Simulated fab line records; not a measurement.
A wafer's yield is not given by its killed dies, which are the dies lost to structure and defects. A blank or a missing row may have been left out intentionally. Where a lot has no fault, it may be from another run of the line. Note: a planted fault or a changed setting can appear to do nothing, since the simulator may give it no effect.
The tool behind it: which one? || flow gf180mcu || 72 wafers from 24 lots sampled at 6 of the route's 602 steps

== WHAT THE GAUGES READ, wafer by wafer ==
GF_V1_THK_MEAS_03.
{"lot": "L074", "measured": "day 16 20:58", "on": "film-metro-03", "V1_CVD_02_THK (nm)": "841 845 864"}
{"lot": "L075", "measured": "day 17 04:05", "on": "film-metro-04", "V1_CVD_02_THK (nm)": "843 826 847"}
{"lot": "L076", "measured": "day 17 15:50", "on": "film-metro-04", "V1_CVD_02_THK (nm)": "837 851 853"}
{"lot": "L077", "measured": "day 17 21:31", "on": "film-metro-04", "V1_CVD_02_THK (nm)": "835 855 862"}
{"lot": "L078", "measured": "day 18 18:07", "on": "film-metro-02", "V1_CVD_02_THK (nm)": "846 842 865"}
{"lot": "L079", "measured": "day 18 18:40", "on": "film-metro-03", "V1_CVD_02_THK (nm)": "847 837 850"}
{"lot": "L080", "measured": "day 19 06:10", "on": "film-metro-02", "V1_CVD_02_THK (nm)": "847 858 856"}
{"lot": "L081", "measured": "day 19 19:25", "on": "film-metro-02", "V1_CVD_02_THK (nm)": "822 843 843"}
{"lot": "L082", "measured": "day 20 17:49", "on": "film-metro-04", "V1_CVD_02_THK (nm)": "819 829 836"}
{"lot": "L083", "measured": "day 21 04:29", "on": "film-metro-03", "V1_CVD_02_THK (nm)": "853 843 852"}
{"lot": "L084", "measured": "day 21 07:20", "on": "film-metro-04", "V1_CVD_02_THK (nm)": "837 856 859"}
{"lot": "L085", "measured": "day 21 21:54", "on": "film-metro-04", "V1_CVD_02_THK (nm)": "847 859 859"}
{"lot": "L086", "measured": "day 22 00:42", "on": "film-metro-03", "V1_CVD_02_THK (nm)": "845 843 857"}
{"lot": "L087", "measured": "day 22 08:36", "on": "film-metro-02", "V1_CVD_02_THK (nm)": "850 857 852"}
{"lot": "L089", "measured": "day 22 14:56", "on": "film-metro-04", "V1_CVD_02_THK (nm)": "839 853 858"}
{"lot": "L088", "measured": "day 22 21:46", "on": "film-metro-02", "V1_CVD_02_THK (nm)": "844 870 859"}
{"lot": "L090", "measured": "day 23 02:06", "on": "film-metro-03", "V1_CVD_02_THK (nm)": "874 868 863"}
{"lot": "L092", "measured": "day 23 16:04", "on": "film-metro-02", "V1_CVD_02_THK (nm)": "847 857 862"}
{"lot": "L091", "measured": "day 23 17:32", "on": "film-metro-02", "V1_CVD_02_THK (nm)": "835 837 848"}
{"lot": "L093", "measured": "day 24 10:06", "on": "film-metro-03", "V1_CVD_02_THK (nm)": "849 849 862"}
{"lot": "L094", "measured": "day 24 12:10", "on": "film-metro-02", "V1_CVD_02_THK (nm)": "839 849 851"}
{"lot": "L095", "measured": "day 24 14:12", "on": "film-metro-04", "V1_CVD_02_THK (nm)": "827 854 857"}
{"lot": "L096", "measured": "day 24 23:28", "on": "film-metro-02", "V1_CVD_02_THK (nm)": "842 860 849"}
{"lot": "L097", "measured": "day 25 06:59", "on": "film-metro-02", "V1_CVD_02_THK (nm)": "840 836 850"}

GF_MIM_THK_MEAS_06.
{"lot": "L074", "measured": "day 24 06:05", "on": "film-metro-03", "MIM_CVD_05_THK (nm)": "42.0 41.9 43.3"}
{"lot": "L075", "measured": "day 24 10:00", "on": "film-metro-01", "MIM_CVD_05_THK (nm)": "41.5 41.6 41.9"}
{"lot": "L076", "measured": "day 24 23:10", "on": "film-metro-03", "MIM_CVD_05_THK (nm)": "41.7 42.1 42.9"}
{"lot": "L077", "measured": "day 25 05:08", "on": "film-metro-04", "MIM_CVD_05_THK (nm)": "41.4 41.5 41.9"}
{"lot": "L078", "measured": "day 25 22:56", "on": "film-metro-04", "MIM_CVD_05_THK (nm)": "42.5 41.9 42.6"}
{"lot": "L079", "measured": "day 26 01:17", "on": "film-metro-01", "MIM_CVD_05_THK (nm)": "41.5 41.5 42.3"}
{"lot": "L080", "measured": "day 26 09:37", "on": "film-metro-03", "MIM_CVD_05_THK (nm)": "41.7 41.9 42.3"}
{"lot": "L081", "measured": "day 26 21:02", "on": "film-metro-03", "MIM_CVD_05_THK (nm)": "41.7 41.2 41.7"}
{"lot": "L082", "measured": "day 27 15:59", "on": "film-metro-04", "MIM_CVD_05_THK (nm)": "42.3 42.7 43.4"}
{"lot": "L083", "measured": "day 28 00:22", "on": "film-metro-03", "MIM_CVD_05_THK (nm)": "41.5 41.6 42.0"}
{"lot": "L084", "measured": "day 28 02:34", "on": "film-metro-04", "MIM_CVD_05_THK (nm)": "43.2 43.1 43.1"}
{"lot": "L085", "measured": "day 28 15:57", "on": "film-metro-04", "MIM_CVD_05_THK (nm)": "41.9 42.0 42.0"}
{"lot": "L086", "measured": "day 28 19:26", "on": "film-metro-01", "MIM_CVD_05_THK (nm)": "41.6 41.4 42.0"}
{"lot": "L087", "measured": "day 29 00:54", "on": "film-metro-03", "MIM_CVD_05_THK (nm)": "42.0 41.9 41.9"}
{"lot": "L089", "measured": "day 29 04:28", "on": "film-metro-01", "MIM_CVD_05_THK (nm)": "41.9 42.1 41.8"}
{"lot": "L088", "measured": "day 29 10:44", "on": "film-metro-04", "MIM_CVD_05_THK (nm)": "41.6 41.8 42.1"}
{"lot": "L090", "measured": "day 29 16:37", "on": "film-metro-01", "MIM_CVD_05_THK (nm)": "43.3 43.2 42.4"}
{"lot": "L092", "measured": "day 30 02:34", "on": "film-metro-03", "MIM_CVD_05_THK (nm)": "41.9 42.7 42.7"}
{"lot": "L091", "measured": "day 30 04:08", "on": "film-metro-03", "MIM_CVD_05_THK (nm)": "41.2 40.9 41.8"}
{"lot": "L093", "measured": "day 30 17:26", "on": "film-metro-03", "MIM_CVD_05_THK (nm)": "41.2 41.7 41.8"}
{"lot": "L094", "measured": "day 30 19:16", "on": "film-metro-03", "MIM_CVD_05_THK (nm)": "40.9 41.9 41.2"}
{"lot": "L095", "measured": "day 30 21:47", "on": "film-metro-03", "MIM_CVD_05_THK (nm)": "41.1 42.3 41.7"}
{"lot": "L096", "measured": "day 31 04:24", "on": "film-metro-04", "MIM_CVD_05_THK (nm)": "42.5 42.5 42.7"}
{"lot": "L097", "measured": "day 31 10:52", "on": "film-metro-04", "MIM_CVD_05_THK (nm)": "41.2 42.2 41.6"}

GF_MIM_THK_MEAS_11: measures by xrf.
{"lot": "L074", "measured": "day 24 06:22", "on": "film-metro-01", "MIM_ALCU_THK (nm)": "201.8 196.1 201.5"}
{"lot": "L075", "measured": "day 24 10:17", "on": "film-metro-01", "MIM_ALCU_THK (nm)": "197.4 193.5 195.4"}
{"lot": "L076", "measured": "day 24 23:26", "on": "film-metro-01", "MIM_ALCU_THK (nm)": "200.0 198.5 200.1"}
{"lot": "L077", "measured": "day 25 05:25", "on": "film-metro-04", "MIM_ALCU_THK (nm)": "202.9 200.4 202.1"}
{"lot": "L078", "measured": "day 25 23:13", "on": "film-metro-01", "MIM_ALCU_THK (nm)": "200.5 201.9 198.6"}
{"lot": "L079", "measured": "day 26 01:34", "on": "film-metro-04", "MIM_ALCU_THK (nm)": "201.4 199.7 201.7"}
{"lot": "L080", "measured": "day 26 09:53", "on": "film-metro-03", "MIM_ALCU_THK (nm)": "197.1 197.0 197.2"}
{"lot": "L081", "measured": "day 26 21:19", "on": "film-metro-04", "MIM_ALCU_THK (nm)": "203.4 204.0 204.1"}
{"lot": "L082", "measured": "day 27 16:16", "on": "film-metro-01", "MIM_ALCU_THK (nm)": "203.4 201.8 200.7"}
{"lot": "L083", "measured": "day 28 00:38", "on": "film-metro-04", "MIM_ALCU_THK (nm)": "197.7 197.8 199.3"}
{"lot": "L084", "measured": "day 28 02:51", "on": "film-metro-03", "MIM_ALCU_THK (nm)": "195.3 195.4 195.7"}
{"lot": "L085", "measured": "day 28 16:14", "on": "film-metro-03", "MIM_ALCU_THK (nm)": "199.0 192.6 196.0"}
{"lot": "L086", "measured": "day 28 19:43", "on": "film-metro-03", "MIM_ALCU_THK (nm)": "200.0 197.9 196.9"}
{"lot": "L087", "measured": "day 29 01:11", "on": "film-metro-03", "MIM_ALCU_THK (nm)": "198.0 199.2 199.7"}
{"lot": "L089", "measured": "day 29 04:44", "on": "film-metro-04", "MIM_ALCU_THK (nm)": "200.0 201.2 200.4"}
{"lot": "L088", "measured": "day 29 11:01", "on": "film-metro-03", "MIM_ALCU_THK (nm)": "195.0 198.3 199.0"}
{"lot": "L090", "measured": "day 29 16:53", "on": "film-metro-04", "MIM_ALCU_THK (nm)": "200.3 200.8 198.8"}
{"lot": "L092", "measured": "day 30 02:51", "on": "film-metro-01", "MIM_ALCU_THK (nm)": "199.5 198.3 200.2"}
{"lot": "L091", "measured": "day 30 04:25", "on": "film-metro-01", "MIM_ALCU_THK (nm)": "199.7 198.7 198.0"}
{"lot": "L093", "measured": "day 30 17:43", "on": "film-metro-04", "MIM_ALCU_THK (nm)": "199.1 200.8 198.0"}
{"lot": "L094", "measured": "day 30 19:32", "on": "film-metro-01", "MIM_ALCU_THK (nm)": "200.5 200.1 200.0"}
{"lot": "L095", "measured": "day 30 22:04", "on": "film-metro-03", "MIM_ALCU_THK (nm)": "200.6 198.2 198.0"}
{"lot": "L096", "measured": "day 31 04:41", "on": "film-metro-01", "MIM_ALCU_THK (nm)": "200.4 199.3 197.6"}
{"lot": "L097", "measured": "day 31 11:09", "on": "film-metro-01", "MIM_ALCU_THK (nm)": "196.9 199.1 199.7"}

GF_V5_THK_MEAS_03.
{"lot": "L074", "measured": "day 26 02:13", "on": "film-metro-04", "V5_CVD_02_THK (nm)": "1436 1442 1455"}
{"lot": "L075", "measured": "day 26 07:14", "on": "film-metro-04", "V5_CVD_02_THK (nm)": "1476 1455 1494"}
{"lot": "L076", "measured": "day 26 19:04", "on": "film-metro-04", "V5_CVD_02_THK (nm)": "1437 1456 1453"}
{"lot": "L077", "measured": "day 27 00:43", "on": "film-metro-02", "V5_CVD_02_THK (nm)": "1465 1489 1487"}
{"lot": "L078", "measured": "day 27 17:03", "on": "film-metro-04", "V5_CVD_02_THK (nm)": "1447 1437 1476"}
{"lot": "L079", "measured": "day 27 18:50", "on": "film-metro-04", "V5_CVD_02_THK (nm)": "1462 1423 1461"}
{"lot": "L080", "measured": "day 28 03:29", "on": "film-metro-03", "V5_CVD_02_THK (nm)": "1434 1448 1443"}
{"lot": "L081", "measured": "day 28 14:53", "on": "film-metro-03", "V5_CVD_02_THK (nm)": "1426 1416 1424"}
{"lot": "L082", "measured": "day 29 08:11", "on": "film-metro-02", "V5_CVD_02_THK (nm)": "1453 1475 1466"}
{"lot": "L083", "measured": "day 29 16:43", "on": "film-metro-03", "V5_CVD_02_THK (nm)": "1426 1443 1459"}
{"lot": "L084", "measured": "day 29 18:15", "on": "film-metro-02", "V5_CVD_02_THK (nm)": "1462 1465 1463"}
{"lot": "L085", "measured": "day 30 07:05", "on": "film-metro-04", "V5_CVD_02_THK (nm)": "1471 1461 1479"}
{"lot": "L086", "measured": "day 30 10:25", "on": "film-metro-03", "V5_CVD_02_THK (nm)": "1417 1447 1451"}
{"lot": "L087", "measured": "day 30 15:14", "on": "film-metro-03", "V5_CVD_02_THK (nm)": "1433 1477 1466"}
{"lot": "L089", "measured": "day 30 18:47", "on": "film-metro-04", "V5_CVD_02_THK (nm)": "1444 1457 1454"}
{"lot": "L088", "measured": "day 31 01:19", "on": "film-metro-04", "V5_CVD_02_THK (nm)": "1454 1483 1468"}
{"lot": "L090", "measured": "day 31 06:01", "on": "film-metro-03", "V5_CVD_02_THK (nm)": "1477 1492 1480"}
{"lot": "L092", "measured": "day 31 15:43", "on": "film-metro-04", "V5_CVD_02_THK (nm)": "1449 1482 1469"}
{"lot": "L091", "measured": "day 31 20:29", "on": "film-metro-02", "V5_CVD_02_THK (nm)": "1454 1440 1476"}
{"lot": "L093", "measured": "day 32 04:43", "on": "film-metro-03", "V5_CVD_02_THK (nm)": "1442 1456 1482"}
{"lot": "L094", "measured": "day 32 07:48", "on": "film-metro-03", "V5_CVD_02_THK (nm)": "1415 1449 1458"}
{"lot": "L095", "measured": "day 32 09:28", "on": "film-metro-02", "V5_CVD_02_THK (nm)": "1465 1479 1478"}
{"lot": "L096", "measured": "day 32 17:05", "on": "film-metro-04", "V5_CVD_02_THK (nm)": "1476 1446 1467"}
{"lot": "L097", "measured": "day 32 21:24", "on": "film-metro-04", "V5_CVD_02_THK (nm)": "1448 1471 1491"}

GF_V5_THK_MEAS_25: measures by xrf.
{"lot": "L074", "measured": "day 27 00:20", "on": "film-metro-02", "V5_W_THK (nm)": "338 336 336"}
{"lot": "L075", "measured": "day 27 05:29", "on": "film-metro-03", "V5_W_THK (nm)": "333 330 336"}
{"lot": "L076", "measured": "day 27 17:01", "on": "film-metro-03", "V5_W_THK (nm)": "329 327 326"}
{"lot": "L077", "measured": "day 27 22:16", "on": "film-metro-04", "V5_W_THK (nm)": "333 332 335"}
{"lot": "L078", "measured": "day 28 14:35", "on": "film-metro-03", "V5_W_THK (nm)": "330 330 331"}
{"lot": "L079", "measured": "day 28 16:35", "on": "film-metro-03", "V5_W_THK (nm)": "324 325 328"}
{"lot": "L080", "measured": "day 29 00:59", "on": "film-metro-02", "V5_W_THK (nm)": "337 337 337"}
{"lot": "L081", "measured": "day 29 11:20", "on": "film-metro-03", "V5_W_THK (nm)": "331 333 333"}
{"lot": "L082", "measured": "day 30 04:32", "on": "film-metro-03", "V5_W_THK (nm)": "330 331 333"}
{"lot": "L083", "measured": "day 30 13:23", "on": "film-metro-03", "V5_W_THK (nm)": "331 335 335"}
{"lot": "L084", "measured": "day 30 14:07", "on": "film-metro-03", "V5_W_THK (nm)": "329 330 330"}
{"lot": "L085", "measured": "day 31 02:07", "on": "film-metro-03", "V5_W_THK (nm)": "322 322 322"}
{"lot": "L086", "measured": "day 31 05:45", "on": "film-metro-03", "V5_W_THK (nm)": "319 322 324"}
{"lot": "L087", "measured": "day 31 10:37", "on": "film-metro-03", "V5_W_THK (nm)": "326 329 327"}
{"lot": "L089", "measured": "day 31 14:14", "on": "film-metro-03", "V5_W_THK (nm)": "331 332 329"}
{"lot": "L088", "measured": "day 31 20:14", "on": "film-metro-02", "V5_W_THK (nm)": "342 342 341"}
{"lot": "L090", "measured": "day 32 01:13", "on": "film-metro-04", "V5_W_THK (nm)": "332 333 335"}
{"lot": "L092", "measured": "day 32 10:21", "on": "film-metro-04", "V5_W_THK (nm)": "330 336 332"}
{"lot": "L091", "measured": "day 32 14:13", "on": "film-metro-03", "V5_W_THK (nm)": "328 328 325"}
{"lot": "L093", "measured": "day 32 23:04", "on": "film-metro-03", "V5_W_THK (nm)": "330 326 327"}
{"lot": "L094", "measured": "day 33 01:27", "on": "film-metro-03", "V5_W_THK (nm)": "333 332 333"}
{"lot": "L095", "measured": "day 33 03:07", "on": "film-metro-04", "V5_W_THK (nm)": "333 327 331"}
{"lot": "L096", "measured": "day 33 10:55", "on": "film-metro-02", "V5_W_THK (nm)": "336 331 338"}
{"lot": "L097", "measured": "day 33 14:38", "on": "film-metro-04", "V5_W_THK (nm)": "331 330 328"}

== WHICH TOOL RAN EACH LOT (tool, then ch and the chambers of the sampled wafers, then the start) ==
{"lot": "L074", "GF_V3_SPUTTER_21": "pvd-sputter-02, day 22 03:21"}
{"lot": "L075", "GF_V3_SPUTTER_21": "pvd-sputter-02, day 22 08:59"}
{"lot": "L076", "GF_V3_SPUTTER_21": "pvd-sputter-03, day 22 21:55"}
{"lot": "L077", "GF_V3_SPUTTER_21": "pvd-sputter-02, day 23 04:01"}
{"lot": "L078", "GF_V3_SPUTTER_21": "pvd-sputter-02, day 23 23:28"}
{"lot": "L079", "GF_V3_SPUTTER_21": "pvd-sputter-03, day 24 01:47"}
{"lot": "L080", "GF_V3_SPUTTER_21": "pvd-sputter-03, day 24 10:16"}
{"lot": "L081", "GF_V3_SPUTTER_21": "pvd-sputter-01, day 24 22:32"}
{"lot": "L082", "GF_V3_SPUTTER_21": "pvd-sputter-02, day 25 19:26"}
{"lot": "L083", "GF_V3_SPUTTER_21": "pvd-sputter-03, day 26 03:51"}
{"lot": "L084", "GF_V3_SPUTTER_21": "pvd-sputter-01, day 26 06:35"}
{"lot": "L085", "GF_V3_SPUTTER_21": "pvd-sputter-01, day 26 19:29"}
{"lot": "L086", "GF_V3_SPUTTER_21": "pvd-sputter-03, day 26 23:37"}
{"lot": "L087", "GF_V3_SPUTTER_21": "pvd-sputter-01, day 27 05:43"}
{"lot": "L089", "GF_V3_SPUTTER_21": "pvd-sputter-02, day 27 11:20"}
{"lot": "L088", "GF_V3_SPUTTER_21": "pvd-sputter-03, day 27 16:20"}
{"lot": "L090", "GF_V3_SPUTTER_21": "pvd-sputter-01, day 27 21:13"}
{"lot": "L092", "GF_V3_SPUTTER_21": "pvd-sputter-01, day 28 09:01"}
{"lot": "L091", "GF_V3_SPUTTER_21": "pvd-sputter-01, day 28 09:59"}
{"lot": "L093", "GF_V3_SPUTTER_21": "pvd-sputter-03, day 29 00:15"}
{"lot": "L094", "GF_V3_SPUTTER_21": "pvd-sputter-02, day 29 02:15"}
{"lot": "L095", "GF_V3_SPUTTER_21": "pvd-sputter-03, day 29 04:55"}
{"lot": "L096", "GF_V3_SPUTTER_21": "pvd-sputter-02, day 29 11:58"}
{"lot": "L097", "GF_V3_SPUTTER_21": "pvd-sputter-01, day 29 18:35"}
- GF_V3_SPUTTER_21: material Ti, target thk 15 nm, time 80.02 s.

== WHAT THE TOOLS THEMSELVES READ (means of the sampled wafers that have a number; where no wafer has one, the mark that the record gives instead) ==
GF_V3_SPUTTER_21.
{"lot": "L074", "tool": "pvd-sputter-02", "throttle-valve-pct (%)": 29.6}
{"lot": "L075", "tool": "pvd-sputter-02", "throttle-valve-pct (%)": 29.6}
{"lot": "L076", "tool": "pvd-sputter-03", "throttle-valve-pct (%)": 30.3}
{"lot": "L077", "tool": "pvd-sputter-02", "throttle-valve-pct (%)": 29.6}
{"lot": "L078", "tool": "pvd-sputter-02", "throttle-valve-pct (%)": 29.0}
{"lot": "L079", "tool": "pvd-sputter-03", "throttle-valve-pct (%)": 30.5}
{"lot": "L080", "tool": "pvd-sputter-03", "throttle-valve-pct (%)": 29.8}
{"lot": "L081", "tool": "pvd-sputter-01", "throttle-valve-pct (%)": 29.6}
{"lot": "L082", "tool": "pvd-sputter-02", "throttle-valve-pct (%)": 28.4}
{"lot": "L083", "tool": "pvd-sputter-03", "throttle-valve-pct (%)": 30.5}
{"lot": "L084", "tool": "pvd-sputter-01", "throttle-valve-pct (%)": 29.6}
{"lot": "L085", "tool": "pvd-sputter-01", "throttle-valve-pct (%)": 27.7}
{"lot": "L086", "tool": "pvd-sputter-03", "throttle-valve-pct (%)": 29.1}
{"lot": "L087", "tool": "pvd-sputter-01", "throttle-valve-pct (%)": 29.7}
{"lot": "L089", "tool": "pvd-sputter-02", "throttle-valve-pct (%)": 28.6}
{"lot": "L088", "tool": "pvd-sputter-03", "throttle-valve-pct (%)": 30.6}
{"lot": "L090", "tool": "pvd-sputter-01", "throttle-valve-pct (%)": 28.6}
{"lot": "L092", "tool": "pvd-sputter-01", "throttle-valve-pct (%)": 29.0}
{"lot": "L091", "tool": "pvd-sputter-01", "throttle-valve-pct (%)": 29.0}
{"lot": "L093", "tool": "pvd-sputter-03", "throttle-valve-pct (%)": 29.9}
{"lot": "L094", "tool": "pvd-sputter-02", "throttle-valve-pct (%)": 30.2}
{"lot": "L095", "tool": "pvd-sputter-03", "throttle-valve-pct (%)": 29.9}
{"lot": "L096", "tool": "pvd-sputter-02", "throttle-valve-pct (%)": 29.0}
{"lot": "L097", "tool": "pvd-sputter-01", "throttle-valve-pct (%)": 30.0}

== THE ANSWER, worked out from the rows above alone ==
Rule: what is usual is taken from the lots themselves. The widest of any qualifying gaps counts: lots, ordered by their means at a reading, are off when they make up no more than a third of the lots, leave a main group of 4 or more, and stand apart from it by 3 or more times the standard deviation of that group's means. Not used: any main group whose means are identical at the precision the tables above print for the reading. A lot without any number at a reading at which 4 lots or more have one is off too. Any other lot the step has rows for is counted as sound. The gauges are gone through in route order, then the tools' own readings, and for those a lot's mean is taken as printed above. At the first step where some lot is off, the reading lying furthest off is the one used; lots without a number count as furthest.
Nothing can be told from this: no lot is off at any reading shown.

== WHAT THE SIMULATOR HAD INSERTED ==
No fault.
